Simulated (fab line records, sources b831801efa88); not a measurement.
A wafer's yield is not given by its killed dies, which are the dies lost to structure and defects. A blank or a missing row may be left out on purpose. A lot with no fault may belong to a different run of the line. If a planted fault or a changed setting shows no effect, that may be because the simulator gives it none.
fab line records -- flow sky130
[record] lots = 10, wafers = 30, last-day = 50
route steps=708 shown CONTACT@422 METAL1@448 PAD_OPEN@708
lots untouched by any fault: they come from a run of this same line in which no faults occurred
start-h: the number of hours between the record's first day and the start of the first shown wafer of the lot -- wait-h: hours since the lot's step before -- " repeats the value in the row above -- L1.1+2: a single row standing in for several wafers -- - no value, or no start given -- * or withheld: withheld -- < > ~ a bound
route shown NAME@n: names a module that has steps shown in the file, with the first one's number in the route -- usual: mean/standard deviation taken from wafers without a fault -- same: alike in all rows -- chamber/n: place in a boat -- sites: per-site readings -- _std_site: standard deviation across them -- _edge_site: mean of outer sites minus mean of inner sites -- radius-mm: for every site, how far away it sits from the centre of the wafer -- mask NAME#n: copy n -- behind: the last tool/chamber to shape the wafer -- hold: the reason the lot was held/the length of the hold in hours/how it ended -- device: transistor that didn't switch, given as n, p or np -- end of line: the route-end tests of the same wafers -- a step given without rows: its recipe and nothing more -- killed: at the first sort, the dies lost to defects and structure; wafer yield is something else -- map: a wafer's dies, x killed, . not, _ none there
set.NAME: setting as actually run; set.NAME@STEP: the setting as run at that earlier step -- model.NAME: the simulator's own value behind a step, which no gauge read
one table for each step of the route and one row for each wafer, over a sample of lots
services: when a tool's chamber went out of use (start-h, in hours from the record's first day, below 0 if earlier), for how many hours, and the reason
[[steps]]
[step SKY_CONTACT_ETCH_16]
[recipe] chemistry = N2/H2, target = BARC, ion-energy-ev = 200, source-w = 500, bias-w = 100, pressure-mtorr = 30, n2-flow-sccm = 100, h2-flow-sccm = 200, stop-on = SiO2, time-s = 45.9, target-depth-a = 600
[usual] drypump-motor-current-A = 5.7/0.47, oes-product-au = 0.855/0.005, throttle-valve-pct = 13.225/0.0088
lot.wafer,tool,chamber,start-h,wait-h,drypump-motor-current-A,oes-product-au,rf-hours-counter-h,throttle-valve-pct
L255.2,rie-diel-01,3,752.51,0.0,5.4,0.856,17,13.224
L255.3,rie-diel-01,2,752.51,0.0,5.4,0.860,17,13.224
L255.6,rie-diel-01,2,752.51,0.0,5.3,0.856,-,13.237
L257.1,rie-diel-01,1,765.55,0.0,6.6,0.852,6,13.232
L257.2,rie-diel-01,2,765.55,0.0,5.4,0.855,18,13.229
L257.5,rie-diel-01,3,765.55,0.0,5.4,0.852,-,13.226
L256.1,rie-diel-03,2,768.53,0.0,6.1,0.847,44,13.228
L256.2,rie-diel-03,0,768.53,0.0,5.5,0.851,7,13.214
L256.4,rie-diel-03,2,768.53,0.0,6.1,0.856,-,13.219
L258.2,rie-diel-02,2,775.18,0.0,4.7,0.854,0,13.220
L258.4,rie-diel-02,3,775.18,0.0,6.0,0.854,20,13.242
L258.5,rie-diel-02,3,775.18,0.0,6.0,0.853,-,13.241
L259.1,rie-diel-01,0,779.01,0.0,5.8,0.860,12,13.236
L259.2,rie-diel-01,3,779.01,0.0,5.4,0.850,18,13.219
L259.5,rie-diel-01,3,779.01,0.0,5.4,0.844,-,13.209
L260.2,rie-diel-03,0,786.66,0.0,5.5,0.863,8,13.213
L260.5,rie-diel-03,0,786.66,0.0,5.6,0.863,-,13.215
L260.6,rie-diel-03,3,786.66,0.0,5.8,0.861,-,13.205
L261.1,rie-diel-03,3,789.15,0.0,5.8,0.849,15,13.213
L261.3,rie-diel-03,1,789.15,0.0,5.7,0.852,13,13.233
L261.4,rie-diel-03,0,789.15,0.0,5.5,0.858,-,13.228
L267.2,rie-diel-02,0,836.06,0.0,6.2,0.844,19,13.212
L267.4,rie-diel-02,3,836.06,0.0,6.0,0.863,23,13.238
L267.6,rie-diel-02,1,836.06,0.0,6.0,0.848,-,13.210
L269.2,rie-diel-03,2,850.43,0.0,6.1,0.850,1,13.224
L269.5,rie-diel-03,3,850.43,0.0,5.8,0.860,-,13.229
L269.6,rie-diel-03,2,850.43,0.0,6.1,0.857,-,13.222
L278.1,rie-diel-01,2,898.83,0.0,5.3,0.851,21,13.218
L278.3,rie-diel-01,0,898.83,0.0,5.8,0.853,15,13.229
L278.6,rie-diel-01,3,898.83,0.0,5.4,0.854,-,13.228
[step SKY_CONTACT_CMP_27]
[recipe] stop-on = SiO2, t-overpolish-s = 15, down-force-psi = 3.5, platen-rpm = 60, target-thk-nm = 0, pad-velocity-m-s = 0.94248
[usual] motor-current-A = 10.6/0.75, overpolish-run-s = 15.000/0.0093, time-to-endpoint-s = 82/3.1
lot.wafer,tool,chamber,start-h,wait-h,motor-current-A,overpolish-run-s,time-to-endpoint-s
L255.2,cmp-01,3,753.70,0.0,11.6,14.992,79
L255.3,cmp-01,1,753.70,0.0,10.8,15.009,83
L255.6,cmp-01,3,753.70,0.0,11.5,15.007,80
L257.2,cmp-02,2,766.79,0.2,11.0,14.997,80
L257.1,cmp-02,1,766.79,0.2,11.2,14.998,80
L257.5,cmp-02,3,766.79,0.2,9.0,15.004,79
L256.1,cmp-02,0,769.61,0.1,10.3,14.993,80
L256.2,cmp-02,2,769.61,0.1,10.9,14.999,81
L256.4,cmp-02,3,769.61,0.1,9.0,15.005,80
L258.4,cmp-02,2,776.42,0.1,10.2,15.004,83
L258.2,cmp-02,3,776.42,0.1,9.4,15.009,77
L258.5,cmp-02,2,776.42,0.1,11.2,14.992,81
L259.1,cmp-02,1,780.20,0.1,11.5,15.001,77
L259.2,cmp-02,2,780.20,0.1,10.8,15.011,81
L259.5,cmp-02,2,780.20,0.1,10.8,14.992,81
L260.2,cmp-02,0,787.88,0.0,10.7,15.014,79
L260.5,cmp-02,0,787.88,0.0,10.6,15.004,81
L260.6,cmp-02,1,787.88,0.0,11.7,14.996,83
L261.4,cmp-02,2,790.24,0.0,11.0,14.998,79
L261.1,cmp-02,3,790.24,0.0,9.0,14.991,78
L261.3,cmp-02,1,790.24,0.0,11.4,15.011,77
L267.4,cmp-01,0,837.19,0.1,9.6,15.008,82
L267.2,cmp-01,1,837.19,0.1,10.7,14.996,86
L267.6,cmp-01,0,837.19,0.1,9.9,14.988,82
L269.2,cmp-02,2,851.54,0.0,10.8,14.995,85
L269.5,cmp-02,2,851.54,0.0,10.6,14.991,82
L269.6,cmp-02,3,851.54,0.0,9.4,15.001,80
L278.3,cmp-01,1,900.08,0.2,10.5,14.996,85
L278.1,cmp-01,3,900.08,0.2,11.2,15.010,84
L278.6,cmp-01,0,900.08,0.2,9.3,15.000,85
[step SKY_METAL1_DEVELOP_14]
[recipe] develop-time-s = 58.85, resist = KrF-thick, dev-temp-c = 21
[usual] developer-temp-C = 21.01/0.099
lot.wafer,tool,chamber,start-h,wait-h,developer-temp-C
L255.2,litho-track-01,0,780,-,21.07
L255.3,litho-track-01,0,780,-,21.00
L255.6,litho-track-01,0,780,-,21.01
L257.1,litho-track-04,0,793,-,21.05
L257.2,litho-track-04,0,793,-,21.04
L257.5,litho-track-04,0,793,-,21.09
L256.1,litho-track-02,0,797,-,20.90
L256.2,litho-track-02,0,797,-,20.98
L256.4,litho-track-02,0,797,-,20.98
L258.2,litho-track-04,0,803,-,20.94
L258.4,litho-track-04,0,803,-,20.91
L258.5,litho-track-04,0,803,-,21.02
L259.1,litho-track-01,0,805,-,21.14
L259.2,litho-track-01,0,805,-,21.08
L259.5,litho-track-01,0,805,-,21.16
L260.2,litho-track-04,0,814,-,21.14
L260.5,litho-track-04,0,814,-,21.02
L260.6,litho-track-04,0,814,-,21.12
L261.1,litho-track-04,0,817,-,21.09
L261.3,litho-track-04,0,817,-,20.94
L261.4,litho-track-04,0,817,-,20.96
L267.2,litho-track-04,0,862,-,20.08
L267.4,litho-track-04,0,862,-,20.08
L267.6,litho-track-04,0,862,-,20.07
L269.2,litho-track-04,0,878,-,20.16
L269.5,litho-track-04,0,878,-,20.21
L269.6,litho-track-04,0,878,-,20.04
L278.1,litho-track-01,0,924,-,21.07
L278.3,litho-track-01,0,924,-,21.17
L278.6,litho-track-01,0,924,-,20.98
[step SKY_METAL1_CD_MEAS_15]
[recipe] target-cd-nm = 140
[usual] cd-nm = 139.9/1.7
lot.wafer,tool,chamber,start-h,wait-h,cd-nm
L255.2,cd-sem-01,-,780.78,-,138.6
L255.3,cd-sem-01,-,780.78,-,138.7
L255.6,cd-sem-01,-,780.78,-,140.7
L257.1,cd-sem-01,-,794.05,-,142.0
L257.2,cd-sem-01,-,794.05,-,141.8
L257.5,cd-sem-01,-,794.05,-,141.3
L256.1,cd-sem-01,-,797.51,-,140.6
L256.2,cd-sem-01,-,797.51,-,141.3
L256.4,cd-sem-01,-,797.51,-,142.6
L258.2,cd-sem-02,-,803.47,-,139.1
L258.4,cd-sem-02,-,803.47,-,137.9
L258.5,cd-sem-02,-,803.47,-,139.6
L259.1,cd-sem-02,-,805.81,-,141.0
L259.2,cd-sem-02,-,805.81,-,141.5
L259.5,cd-sem-02,-,805.81,-,141.8
L260.2,cd-sem-01,-,814.37,-,140.7
L260.5,cd-sem-01,-,814.37,-,140.1
L260.6,cd-sem-01,-,814.37,-,140.7
L261.1,cd-sem-02,-,817.40,-,138.8
L261.3,cd-sem-02,-,817.40,-,138.0
L261.4,cd-sem-02,-,817.40,-,139.2
L267.2,cd-sem-02,-,862.97,-,139.5
L267.4,cd-sem-02,-,862.97,-,140.6
L267.6,cd-sem-02,-,862.97,-,140.2
L269.2,cd-sem-02,-,878.20,-,143.1
L269.5,cd-sem-02,-,878.20,-,141.4
L269.6,cd-sem-02,-,878.20,-,142.2
L278.1,cd-sem-02,-,924.61,-,137.9
L278.3,cd-sem-02,-,924.61,-,139.3
L278.6,cd-sem-02,-,924.61,-,137.2
[step SKY_PAD_OPEN_PROBE_99]
[usual] defect-limited-yield = 82.6/1.9, killed_at_M0_to_M3 = 43/7.1, killed_at_M4_up = 3.0/1.6, killed-at-contacts = 24/5.3, killed-at-front-end = 16/4.1, killed-at-other = 0.5/0.82, killed-dies = 86/9.4, killed-open = 46/6.9, killed-short = 39/6.5, sort_bin_3_pad_short = 0.9/0.45, sort_bin_5_function = 10.3/1.5, sort_bin_6_memory = 6.2/1.1, sort-n-pass = 406/9.4, sort-yield-pct = 82.6/1.9
[same] gross-dies = 492, killed-at-back-side = 0, sort_bin_4_leakage[%] = 0, sort_bin_8_speed[%] = 0
lot.wafer,tool,chamber,start-h,wait-h,defect-limited-yield[%],killed_at_M0_to_M3,killed_at_M4_up,killed-at-contacts,killed-at-front-end,killed-at-other,killed-dies,killed-open,killed-short,sort_bin_3_pad_short[%],sort_bin_5_function[%],sort_bin_6_memory[%],sort-n-pass,sort-yield-pct[%]
L255.2,prober-01,-,1086.26,0.1,78.9,39,2,31,29,3,104,54,47,1.0,12.0,8.1,388,78.9
L255.3,prober-01,-,1086.31,0.2,81.1,36,4,30,21,2,93,59,33,0.2,10.6,8.1,399,81.1
L255.6,prober-01,-,1086.46,0.2,82.5,38,4,30,13,1,86,48,36,1.4,7.9,8.1,406,82.5
L257.1,prober-01,-,1097.55,0.1,84.8,38,1,23,12,1,75,41,34,1.4,9.6,4.3,417,84.8
L257.2,prober-01,-,1097.60,0.1,80.9,49,1,27,17,0,94,37,57,0.8,10.2,8.1,398,80.9
L257.5,prober-01,-,1097.75,0.2,84.1,34,3,24,17,0,78,45,33,0.6,9.3,5.9,414,84.1
L258.2,prober-01,-,1106.57,0.1,80.9,41,4,31,18,0,94,55,39,0.4,11.6,7.1,398,80.9
L258.4,prober-01,-,1106.67,0.2,84.8,36,2,23,14,0,75,40,35,1.4,7.9,5.9,417,84.8
L258.5,prober-01,-,1106.72,0.2,83.1,37,3,28,15,0,83,42,41,0.4,10.8,5.7,409,83.1
L259.1,prober-02,-,1108.43,0.1,80.7,41,6,26,20,2,95,54,39,1.4,10.2,7.7,397,80.7
L259.2,prober-02,-,1108.48,0.1,81.5,46,2,27,13,3,91,34,54,1.6,11.4,5.5,401,81.5
L259.5,prober-02,-,1108.63,0.2,86.4,32,3,22,9,1,67,37,29,1.4,7.9,4.3,425,86.4
L260.2,prober-01,-,1114.81,0.1,81.3,40,2,35,15,0,92,55,37,1.2,12.8,4.7,400,81.3
L260.5,prober-01,-,1114.96,0.2,81.5,45,3,27,14,2,91,49,40,0.8,12.4,5.3,401,81.5
L260.6,prober-01,-,1115.01,0.2,82.5,47,0,25,14,0,86,47,39,1.6,8.5,7.3,406,82.5
L261.1,prober-02,-,1118.23,0.1,83.1,42,7,19,14,1,83,43,38,1.0,10.4,5.5,409,83.1
L261.3,prober-02,-,1118.33,0.2,84.8,37,3,15,20,0,75,40,35,0.8,10.4,4.1,417,84.8
L261.4,prober-02,-,1118.38,0.2,81.1,45,2,27,19,0,93,52,41,0.8,12.0,6.1,399,81.1
L267.2,prober-02,-,1150.62,0.1,86.0,31,5,22,11,0,69,44,23,0.2,8.7,5.1,423,86.0
L267.4,prober-02,-,1150.72,0.2,83.7,43,1,22,14,0,80,37,42,0.8,11.2,4.3,412,83.7
L267.6,prober-02,-,1150.82,0.2,81.9,41,3,28,17,0,89,43,45,1.6,9.6,6.9,403,81.9
// killed by level:class
L255.2 CONTACT:geometric-particle:open=11 POLY_GATE:geometric-particle:short=10 VIA1:geometric-particle:open=8 LI_CONTACT:geometric-particle:open=6 CONTACT:geometric-particle:short=6 VIA3:geometric-particle:open=6 FIELD_ISO:geometric-particle:short=5 POLY_GATE:geometric-particle:open=5
L255.3 CONTACT:geometric-particle:open=11 LI_CONTACT:geometric-particle:open=10 VIA3:geometric-particle:open=9 VIA2:geometric-particle:open=7 POLY_GATE:geometric-particle:short=5 POLY_GATE:geometric-particle:open=5 VIA1:geometric-particle:open=5 SPACER:geometric-particle:open=4
L255.6 CONTACT:geometric-particle:open=13 VIA1:geometric-particle:open=13 CONTACT:geometric-particle:short=7 LI_CONTACT:geometric-particle:open=6 VIA2:geometric-particle:open=5 METAL3:geometric-particle:short=4 VIA3:geometric-particle:open=4 FIELD_ISO:geometric-particle:open=3
L257.1 CONTACT:geometric-particle:open=13 VIA1:geometric-particle:open=10 METAL2:geometric-particle:short=6 POLY_GATE:geometric-particle:short=5 METAL3:geometric-particle:short=5 CONTACT:geometric-particle:short=4 VIA3:geometric-particle:short=4 POLY_GATE:geometric-particle:open=3
L257.2 CONTACT:geometric-particle:open=10 CONTACT:geometric-particle:short=9 METAL2:geometric-particle:short=9 METAL1:geometric-particle:short=7 FIELD_ISO:geometric-particle:short=6 VIA1:geometric-particle:open=6 VIA2:geometric-particle:short=6 POLY_GATE:geometric-particle:open=5
L257.5 CONTACT:geometric-particle:open=10 VIA1:geometric-particle:open=9 POLY_GATE:geometric-particle:open=6 LI_CONTACT:geometric-particle:open=6 VIA3:geometric-particle:open=6 CONTACT:geometric-particle:short=5 VIA1:geometric-particle:short=5 METAL2:geometric-particle:short=4
L258.2 CONTACT:geometric-particle:open=12 LI_CONTACT:geometric-particle:open=9 VIA1:geometric-particle:open=8 VIA3:geometric-particle:open=8 VIA2:geometric-particle:open=6 VIA1:geometric-particle:short=5 POLY_GATE:geometric-particle:open=4 POLY_GATE:geometric-particle:short=4
L258.4 VIA3:geometric-particle:open=8 CONTACT:geometric-particle:open=7 VIA1:geometric-particle:open=7 CONTACT:geometric-particle:short=6 FIELD_ISO:geometric-particle:open=5 LI_CONTACT:geometric-particle:open=5 METAL1:geometric-particle:short=5 LOCAL_INTERCONNECT:geometric-particle:short=4
L258.5 CONTACT:geometric-particle:short=8 VIA1:geometric-particle:open=8 CONTACT:geometric-particle:open=7 FIELD_ISO:geometric-particle:open=6 METAL1:geometric-particle:short=6 LI_CONTACT:geometric-particle:open=5 METAL2:geometric-particle:short=5 FIELD_ISO:geometric-particle:short=4
L259.1 CONTACT:geometric-particle:open=15 POLY_GATE:geometric-particle:short=10 LI_CONTACT:geometric-particle:open=7 VIA2:geometric-particle:open=7 METAL2:geometric-particle:short=6 METAL1:geometric-particle:short=6 VIA1:geometric-particle:open=6 VIA3:geometric-particle:open=6
L259.2 LOCAL_INTERCONNECT:geometric-particle:short=8 CONTACT:geometric-particle:short=8 METAL1:geometric-particle:short=7 METAL2:geometric-particle:short=6 FIELD_ISO:geometric-particle:open=5 VIA1:geometric-particle:short=5 CONTACT:geometric-particle:open=5 VIA1:geometric-particle:open=5
L259.5 CONTACT:geometric-particle:open=13 VIA2:geometric-particle:open=6 VIA1:geometric-particle:short=5 VIA1:geometric-particle:open=5 LI_CONTACT:geometric-particle:open=4 METAL2:geometric-particle:short=4 LOCAL_INTERCONNECT:geometric-particle:short=3 METAL1:geometric-particle:short=3
L260.2 CONTACT:geometric-particle:open=13 LI_CONTACT:geometric-particle:open=11 VIA1:geometric-particle:open=8 VIA3:geometric-particle:short=6 VIA3:geometric-particle:open=5 LOCAL_INTERCONNECT:geometric-particle:short=5 LI_CONTACT:geometric-particle:short=4 METAL1:geometric-particle:short=4
L260.5 VIA1:geometric-particle:open=11 CONTACT:geometric-particle:open=10 CONTACT:geometric-particle:short=7 VIA1:geometric-particle:short=6 VIA3:geometric-particle:open=6 VIA3:geometric-particle:short=6 LI_CONTACT:geometric-particle:open=5 METAL2:geometric-particle:short=5
L260.6 VIA1:geometric-particle:open=11 CONTACT:geometric-particle:open=9 LI_CONTACT:geometric-particle:open=8 METAL1:geometric-particle:short=6 METAL2:geometric-particle:short=6 VIA2:geometric-particle:open=6 METAL3:geometric-particle:short=6 FIELD_ISO:geometric-particle:open=4
L261.1 VIA1:geometric-particle:open=16 CONTACT:geometric-particle:open=7 METAL4:geometric-particle:short=6 VIA3:geometric-particle:open=6 FIELD_ISO:geometric-particle:short=5 VIA1:geometric-particle:short=5 VIA2:geometric-particle:open=5 LI_CONTACT:geometric-particle:open=4
L261.3 CONTACT:geometric-particle:open=9 METAL1:geometric-particle:short=8 VIA1:geometric-particle:open=7 FIELD_ISO:geometric-particle:short=6 VIA3:geometric-particle:open=6 POLY_GATE:geometric-particle:open=5 FIELD_ISO:geometric-particle:open=4 VIA1:geometric-particle:short=4
L261.4 CONTACT:geometric-particle:open=12 VIA1:geometric-particle:open=11 LOCAL_INTERCONNECT:geometric-particle:short=7 VIA3:geometric-particle:open=7 METAL1:geometric-particle:short=6 VIA1:geometric-particle:short=6 METAL2:geometric-particle:short=6 FIELD_ISO:geometric-particle:open=5
L267.2 CONTACT:geometric-particle:open=13 VIA1:geometric-particle:open=11 LI_CONTACT:geometric-particle:open=5 VIA1:geometric-particle:short=5 FIELD_ISO:geometric-particle:open=4 METAL2:geometric-particle:short=4 POLY_GATE:geometric-particle:short=3 CONTACT:geometric-particle:short=2
L267.4 CONTACT:geometric-particle:open=10 METAL2:geometric-particle:short=9 VIA3:geometric-particle:open=7 VIA1:geometric-particle:open=7 LOCAL_INTERCONNECT:geometric-particle:short=6 VIA1:geometric-particle:short=5 VIA3:geometric-particle:short=5 FIELD_ISO:geometric-particle:open=4
L267.6 VIA1:geometric-particle:open=11 CONTACT:geometric-particle:open=7 FIELD_ISO:geometric-particle:open=6 LI_CONTACT:geometric-particle:open=6 CONTACT:geometric-particle:short=6 METAL1:geometric-particle:short=6 METAL2:geometric-particle:short=6 LI_CONTACT:geometric-particle:short=5
[[services]]
tool,chamber,start-h,hours,kind
cmp-01,-,744.00,4.0,pm
cmp-01,-,744.61,1.2,repair
cmp-02,-,751.14,3.4,repair
cmp-01,-,761.86,23.9,pm
rie-diel-03,1,766.63,8.0,repair
cmp-02,-,784.33,0.5,repair
cmp-01,-,785.72,5.7,pm
rie-diel-01,-,786.38,28.1,pm
rie-diel-03,1,789.60,32.8,repair
rie-diel-03,2,814.60,10.9,repair
rie-diel-03,-,820.90,2.5,repair
rie-diel-01,-,825.17,0.8,repair
rie-diel-01,2,840.85,27.7,repair
rie-diel-03,1,847.97,5.0,repair
cmp-02,-,862.88,6.8,pm
rie-diel-03,3,885.81,3.9,repair
cmp-02,-,886.07,1.7,repair
rie-diel-03,-,896.06,14.6,pm
cmp-02,-,898.22,3.0,repair
rie-diel-01,3,900.85,12.0,repair
rie-diel-01,2,908.11,19.0,repair
cmp-02,-,912.00,4.0,pm
rie-diel-03,2,922.08,7.6,repair
rie-diel-01,1,923.72,35.9,repair
[[key]]
[first-sign] step = SKY_METAL1_DEVELOP_14, reading = developer-temp-C, direction = down, sigmas = 9.1, usual = *, struck = *
effect none on later readings
met-at SKY_METAL1_DEVELOP_14
struck-lots L267,L269
not-acting-at SKY_CONTACT_ETCH_16,SKY_CONTACT_CMP_27,SKY_METAL1_CD_MEAS_15
onset-between 817 862
[fault] kind = process-parameter-drift, tool = litho-track-04, chamber = -, onset-h = 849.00, steps = SKY_METAL1_DEVELOP_14, channel = dev-temp-c, offset = *, shape = step, end-h = 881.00, acts-in = *, stated = *
